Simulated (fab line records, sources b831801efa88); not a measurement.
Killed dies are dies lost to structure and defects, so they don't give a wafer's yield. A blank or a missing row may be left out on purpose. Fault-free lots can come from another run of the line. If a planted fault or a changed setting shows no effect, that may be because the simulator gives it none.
2 desks looking at one fault    flow sky130    numbers are kept per desk, each desk with only its own; the story behind them comes last

FOR THE TOOL OWNER'S DESK: cvd w-01
The tool's own readings at SKY_CONTACT_CVD_24 (deposits W, target thk 340 nm, time 102.12 s): means of the sampled wafers that have a number, for each lot that ran on this tool. If a lot's mean is further than 4 standard deviations from the usual mean, the lot is out of limits and carries the mark OUT (the distance appears in the brackets).
Columns: A = heater power w at SKY_CONTACT_CVD_24, usual 869 W
lot   first seen here  A
L633  day 32 21:26     801
L638  day 34 23:45     825
L639  day 35 02:53     760
L641  day 35 10:17     833
This desk's verdict: no lot among the 4 shows anything out of limits.

METROLOGY DESK
Means of the sampled wafers that have a number, per lot and without regard to the tool the lot ran on: this is what the gauges read. If a lot's mean is further than 4 standard deviations from the usual mean, the lot is out of limits and carries the mark OUT (the distance appears in the brackets).
Columns: A = FIELD_ISO_CVD_03_THK at SKY_FIELD_ISO_THK_MEAS_04, usual 165.8 nm; B = cd nm at SKY_VT_ADJUST_HVTP_CD_MEAS_07, usual 379.9 nm; C = CONTACT_W_RS at SKY_CONTACT_RS_MEAS_25, usual 0.336 ohm/sq; D = CONTACT_W_THK at SKY_CONTACT_THK_MEAS_26, usual 350 nm
lot   first seen here  A      B      C                D
L633  day 1 19:38      168.4  380.3  0.338            350
L638  day 3 03:33      164.6  381.6  0.257 (-26) OUT  352
L639  day 3 05:20      163.2  378.1  0.258 (-25) OUT  355
L640  day 3 11:46      164.8  384.1  0.335            353
L641  day 3 11:46      164.8  382.4  0.260 (-25) OUT  347
L644  day 4 07:36      165.3  379.8  0.334            350
L648  day 5 01:13      166.8  383.3  0.334            353
L649  day 5 05:16      166.0  380.0  0.331            355
L650  day 5 08:37      168.1  378.3  0.338            347
L651  day 5 12:49      166.7  377.2  0.339            349
L653  day 5 22:53      169.2  383.9  0.334            352
L654  day 6 05:32      167.0  380.1  0.337            349
This desk reports L638, L639, L641 out of limits; the earliest was L638 at day 34 23:52 (CONTACT_W_RS at SKY_CONTACT_RS_MEAS_25). Within limits: L633, L640, L644, L648, L649, L650, L651, L653, L654.

BROUGHT TOGETHER
Metrology desk: alarm possible at day 34 23:52 on L638, L639, L641.
Nothing out of limits was seen by the tool owner's desk.
The tool owner's desk has L638, L639, L641 on record, within its limits.
SKY_CONTACT_CVD_24 was run on cvd w-01 by each of the lots named.

WHAT THE SIMULATOR HAD PUT IN
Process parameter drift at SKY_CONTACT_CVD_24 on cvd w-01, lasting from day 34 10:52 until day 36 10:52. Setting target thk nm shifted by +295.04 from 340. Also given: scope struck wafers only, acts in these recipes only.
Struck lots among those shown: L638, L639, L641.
Hours from the fault's start to each desk's first reading out of limits: the metrology desk, 13.
